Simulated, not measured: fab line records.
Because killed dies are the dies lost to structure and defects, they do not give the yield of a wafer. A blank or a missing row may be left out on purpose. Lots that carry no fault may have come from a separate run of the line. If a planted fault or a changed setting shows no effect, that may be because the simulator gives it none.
2 desks looking at one fault | flow gf180mcu | each desk holds nothing but its own numbers, with what lay behind them at the end

AT THE TOOL OWNER'S DESK: rie_si-01
The tool's own readings at GF_POLY_GATE_ETCH_13 (etches poly-Si in HBr/Cl2, stops on SiO2, target depth 198.5 nm, time 69.6 s): means of the sampled wafers that have a number, for each lot that ran on this tool. Marked OUT: a lot whose mean sits more than 4 standard deviations from the usual mean, which makes it out of limits; the brackets give that distance.
Columns: A = drypump_motor_current_A at GF_POLY_GATE_ETCH_13, usual 5.9 A; B = oes_product_au at GF_POLY_GATE_ETCH_13, usual 0.995 a.u.; C = run_length_s at GF_POLY_GATE_ETCH_13, usual 97.7 s; D = throttle_valve_pct at GF_POLY_GATE_ETCH_13, usual 33.685 %
lot  | first seen here | A   | B     | C              | D
L866 | day 11 05:20    | 6.4 | 0.985 | 98.1           | 33.692
L867 | day 11 09:29    | 6.0 | 0.996 | 97.8           | 33.691
L871 | day 12 14:38    | 6.3 | 0.984 | 97.8           | 33.686
L875 | day 14 01:41    | 6.4 | 0.986 | 97.9           | 33.692
L876 | day 14 05:23    | 6.3 | 1.007 | 62.3 (-96) OUT | 33.677
L877 | day 14 10:41    | 6.3 | 1.003 | 62.1 (-96) OUT | 33.685
L879 | day 15 10:08    | 6.4 | 1.008 | 62.1 (-96) OUT | 33.680
Finding of this desk: L876, L877, L879 out of limits; the first was L876 at day 14 05:23, on run_length_s at GF_POLY_GATE_ETCH_13. Within limits: L866, L867, L871, L875.

METROLOGY DESK
What the gauges read for every lot (on any tool): the sampled wafers with a number, averaged. Marked OUT: a lot whose mean sits more than 4 standard deviations from the usual mean, which makes it out of limits; the brackets give that distance.
Columns: A = cd_nm at GF_V1_CD_MEAS_14, usual 260.1 nm; B = V5_CVD_02_THK at GF_V5_THK_MEAS_03, usual 1459 nm
lot  | first seen here | A     | B
L859 | day 18 03:37    | 260.0 | 1451
L860 | day 18 10:13    | 258.4 | 1445
L861 | day 18 17:40    | 262.7 | 1444
L863 | day 19 16:43    | 258.6 | 1460
L866 | day 20 16:25    | 259.1 | 1474
L867 | day 21 00:38    | 258.8 | 1460
L871 | day 22 11:08    | 260.9 | 1476
L872 | day 23 00:16    | 260.6 | 1464
L873 | day 23 06:38    | 259.5 | 1460
L875 | day 23 23:09    | 260.3 | 1471
Finding of this desk: none of the 10 lots has anything out of limits.

PUT TOGETHER
The tool owner's desk could have raised an alarm at day 14 05:23, on L876, L877, L879.
Metrology desk: nothing out of limits seen.
The metrology desk has no number on record for L876, L877, L879.
All the named lots went through GF_POLY_GATE_ETCH_13 on rie_si-01.

WHAT THE SIMULATOR PUT IN
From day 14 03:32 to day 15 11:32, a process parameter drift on rie_si-01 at GF_POLY_GATE_ETCH_13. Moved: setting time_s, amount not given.
Struck lots among those shown: L876, L877, L879.
Each desk's first reading out of limits, in hours after the fault started: the tool owner's desk, 2.
